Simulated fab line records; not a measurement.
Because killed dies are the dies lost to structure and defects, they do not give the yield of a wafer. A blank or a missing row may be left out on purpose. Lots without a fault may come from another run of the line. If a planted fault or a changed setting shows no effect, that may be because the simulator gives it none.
What tool caused it? -- flow sky130 -- 12 lots, 35 wafers sampled, at 2 steps of a route of 708

== WHAT THE GAUGES SHOWED, per wafer ==
SKY_LDD_HVP_OVL_MEAS_07.
lot,measured,on,LDD_HVP_OVL (nm)
L370,day 23 03:23,overlay-02,-0.5 -0.1 1.1
L371,day 24 06:41,overlay-01,-1.0 0.3 -2.1
L373,day 24 23:54,overlay-01,0.3 -2.0 -0.9
L375,day 25 09:21,overlay-01,-1.4 -0.5 -1.3
L376,day 25 13:03,overlay-01,-1.0 -1.7 -0.1
L378,day 25 23:25,overlay-01,0.6 1.0 0.5
L377,day 26 02:16,overlay-01,-1.6 0.4 -0.2
L380,day 26 08:19,overlay-01,-1.9 -2.1
L387,day 28 10:15,overlay-01,-1.7 -0.1 -0.3
L390,day 29 03:57,overlay-01,2.0 -0.3 0.2
L391,day 29 08:14,overlay-02,2.7 1.5 0.1
L392,day 29 14:39,overlay-01,-0.7 -2.6 -2.4

SKY_SD_N_TW_MEAS_12.
lot,measured,on,SD_N_TW
L370,day 29 05:25,film-metro-03,4012 3970 4003
L371,day 30 07:55,film-metro-01,4006 4001 4012
L373,day 31 00:49,film-metro-01,3974 3978 3962
L375,day 31 09:57,film-metro-01,3969 3959 3948
L376,day 31 13:03,film-metro-01,3959 3959 3976
L378,day 31 22:14,film-metro-01,3964 3994 4003
L377,day 32 00:43,film-metro-01,4004 3989 4001
L380,day 33 08:20,film-metro-03,3989 3971
L387,day 34 03:20,film-metro-01,4006 3984 3964
L390,day 35 02:16,film-metro-02,3977 4009 3973
L391,day 35 07:25,film-metro-02,3996 3976 3966
L392,day 35 10:04,film-metro-03,3945 3948 3956

== WHAT TOOL EACH LOT RAN ON (gives the tool, then ch and the chambers of the sampled wafers, and finally the start) ==
There is no process step in the record ahead of these readings.

== AS READ BY THE TOOLS THEMSELVES (means over the sampled wafers that have a number; for cases with no such wafer, the mark the record gives instead) ==
The record holds no such reading with a usual standard deviation.

== THE ANSWER, worked out from the rows above alone ==
Rule: the lots themselves supply what counts as usual. Put in order of their means at a reading, lots are off if they are a third of the lots or fewer, leave a main group of 4 or more, and stand apart from it by a gap of 3 or more times the standard deviation of the main group's means; of several such gaps the widest counts. Not used: any main group whose means are identical at the precision the tables above print for the reading. Also off: a lot with no number at a reading for which 4 or more lots have one. The other lots that the step has rows for count as sound. After the gauges, taken in route order, come the tools' own readings; for these a lot's mean is taken, as printed above. The first step at which some lot is off is used, and at that step the reading that is off furthest; a lot without a number counts as furthest.
None of the lots is off at any reading shown; this tells nothing.

== WHAT WAS PUT IN BY THE SIMULATOR ==
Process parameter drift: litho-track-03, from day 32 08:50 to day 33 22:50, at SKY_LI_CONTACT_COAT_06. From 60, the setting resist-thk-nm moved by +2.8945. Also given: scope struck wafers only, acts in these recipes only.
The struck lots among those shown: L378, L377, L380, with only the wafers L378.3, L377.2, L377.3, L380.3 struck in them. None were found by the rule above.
